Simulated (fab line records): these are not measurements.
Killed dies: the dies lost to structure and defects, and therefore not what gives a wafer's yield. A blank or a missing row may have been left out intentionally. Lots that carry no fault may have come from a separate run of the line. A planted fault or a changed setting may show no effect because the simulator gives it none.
What tool caused it? ; flow gf180mcu ; 39 wafers from 13 lots sampled at 4 of the route's 602 steps

WHAT EACH GAUGE READ, for each wafer
GF_HV_LDD_CD_MEAS_07: target cd 400 nm.
lot;measured;on;cd nm (nm)
L471;day 9 22:47;cd sem-02;399.0 400.8 400.6
L472;day 10 06:02;cd sem-02;403.7 402.0 402.8
L473;day 10 12:08;cd sem-01;399.4 402.2 401.2
L474;day 10 19:32;cd sem-01;404.4 403.1 402.2
L475;day 11 02:53;cd sem-02;400.9 404.0 399.8
L481;day 12 23:50;cd sem-01;401.6 403.0 399.7
L484;day 13 23:53;cd sem-02;395.6 396.7 397.8
L486;day 14 15:14;cd sem-02;400.3 401.4 401.4
L487;day 14 18:54;cd sem-02;399.8 402.6 400.1
L489;day 15 10:30;cd sem-02;398.8 399.8 399.6
L490;day 15 21:44;cd sem-02;397.0 398.4 398.0
L491;day 16 05:35;cd sem-02;395.6 396.1 399.0
L493;day 16 21:17;cd sem-02;396.3 397.9 396.9

GF_HV_LDD_CD_MEAS_31: target cd 400 nm.
lot;measured;on;cd nm (nm)
L471;day 11 10:14;cd sem-01;401.3 402.3 401.1
L472;day 11 18:38;cd sem-02;400.6 402.7 403.1
L473;day 12 01:47;cd sem-01;398.1 399.6 398.0
L474;day 12 09:47;cd sem-02;399.7 398.5 397.4
L475;day 12 17:11;cd sem-02;400.3 400.3 399.5
L481;day 14 17:50;cd sem-02;402.2 401.8 401.6
L484;day 15 18:41;cd sem-01;398.6 396.5 397.2
L486;day 16 11:26;cd sem-01;400.5 396.9 397.7
L487;day 16 15:51;cd sem-02;399.1 397.7 398.6
L489;day 17 08:33;cd sem-01;403.8 403.0 402.0
L490;day 17 19:47;cd sem-01;399.9 397.1 398.5
L491;day 18 04:43;cd sem-01;401.2 399.2 400.9
L493;day 18 21:05;cd sem-02;403.1 402.0 402.4

GF_M1_THK_MEAS_06: measures by xrf.
lot;measured;on;M1_ALCU_THK (nm)
L471;day 16 01:23;film metro-02;434 428 432
L472;day 16 11:47;film metro-04;442 445 436
L473;day 16 19:55;film metro-04;425 433 435
L474;day 17 05:17;film metro-02;442 434 443
L475;day 17 13:22;film metro-04;439 435 437
L481;day 19 20:47;film metro-02;437 431 435
L484;day 21 00:46;film metro-02;439 438 434
L486;day 21 19:16;film metro-02;438 436 441
L487;day 22 01:20;film metro-04;442 437 440
L489;day 22 17:02;film metro-02;434 439 436
L490;day 23 02:40;film metro-04;433 435 434
L491;day 23 10:26;film metro-04;440 441 440
L493;day 24 02:04;film metro-01;437 441 434

WHICH TOOL RAN EACH LOT (tool, then ch and the chambers of the sampled wafers, then the start)
lot;GF_DNWELL_STRIP_08
L471;plasma asher-02 ch 0,1, day 2 18:11
L472;plasma asher-03 ch 0,1, day 2 23:56
L473;plasma asher-02 ch 0,1, day 3 05:38
L474;plasma asher-03 ch 0,1, day 3 09:56
L475;plasma asher-03 ch 0,1, day 3 15:50
L481;plasma asher-04 ch 0,1, day 4 22:46
L484;plasma asher-02 ch 0,1, day 5 13:38
L486;plasma asher-03 ch 0,1, day 6 02:35
L487;plasma asher-02 ch 1, day 6 07:32
L489;plasma asher-02 ch 0,1, day 6 17:20
L490;plasma asher-03 ch 0,1, day 6 23:59
L491;plasma asher-03 ch 0,1, day 7 07:05
L493;plasma asher-02 ch 0,1, day 7 15:38
- GF_DNWELL_STRIP_08: strips in O2/N2.

AS READ BY THE TOOLS THEMSELVES (means over the sampled wafers that have a number; for cases with no such wafer, the mark the record gives instead)
GF_DNWELL_STRIP_08.
lot;tool;drypump motor current A (A);heater power w (W);oes product au (a.u.);platen temp c (C);strip time to endpoint s (s)
L471;plasma asher-02;5.6;347;0.722;250.10;37.01
L472;plasma asher-03;5.1;316;0.722;249.94;36.92
L473;plasma asher-02;5.6;348;0.722;250.05;37.08
L474;plasma asher-03;5.2;315;0.722;249.91;37.04
L475;plasma asher-03;5.1;316;0.722;250.14;36.84
L481;plasma asher-04;6.0;342;0.711;248.29;38.05
L484;plasma asher-02;6.0;382;0.723;249.92;37.01
L486;plasma asher-03;5.1;321;0.720;249.94;36.93
L487;plasma asher-02;6.3;413;0.719;250.07;36.95
L489;plasma asher-02;5.9;384;0.722;250.02;36.87
L490;plasma asher-03;5.4;317;0.722;249.96;37.01
L491;plasma asher-03;5.4;314;0.720;250.03;36.91
L493;plasma asher-02;6.0;382;0.723;250.04;36.86

THE ANSWER, worked out from the rows above alone
Rule: the lots themselves supply what counts as usual. Put in order of their means at a reading, lots are off if they are a third of the lots or fewer, leave a main group of 4 or more, and stand apart from it by a gap of 3 or more times the standard deviation of the main group's means; of several such gaps the widest counts. The tables above print the reading to a certain number of digits; a main group whose means all agree to those digits is not used. Also off: a lot with no number at a reading for which 4 or more lots have one. Where the step has rows for the other lots, those lots are counted as sound. First the gauges in route order, then the tools' own readings, where a lot's mean is used as printed above. At the first step where some lot is off, the reading lying furthest off is the one used; lots without a number count as furthest.
Off: L481, at GF_DNWELL_STRIP_08 (platen temp c). For the main group the mean is 250.01 C and the standard deviation 0.072.
If a tool, at that step or one of the process steps before it, ran each lot that is off and ran no sound lot following the first of them, it fits. One candidate fits, namely plasma asher-04 at GF_DNWELL_STRIP_08. It ran no sound lot before its first lot that is off in this sample, so the start can't be narrowed down.
The tool's own readings at GF_DNWELL_STRIP_08 bear it out: on the lots that are off they differ by more than 5 times the standard deviation of the sound lots' means. oes product au reads 0.711 a.u. there against 0.722 a.u. on the sound lots; platen temp c reads 248.29 C there against 250.01 C on the sound lots; strip time to endpoint s reads 38.05 s there against 36.95 s on the sound lots.

WHAT WAS PUT IN BY THE SIMULATOR
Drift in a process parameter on plasma asher-04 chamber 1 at GF_DNWELL_STRIP_08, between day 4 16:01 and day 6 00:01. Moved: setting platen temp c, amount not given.
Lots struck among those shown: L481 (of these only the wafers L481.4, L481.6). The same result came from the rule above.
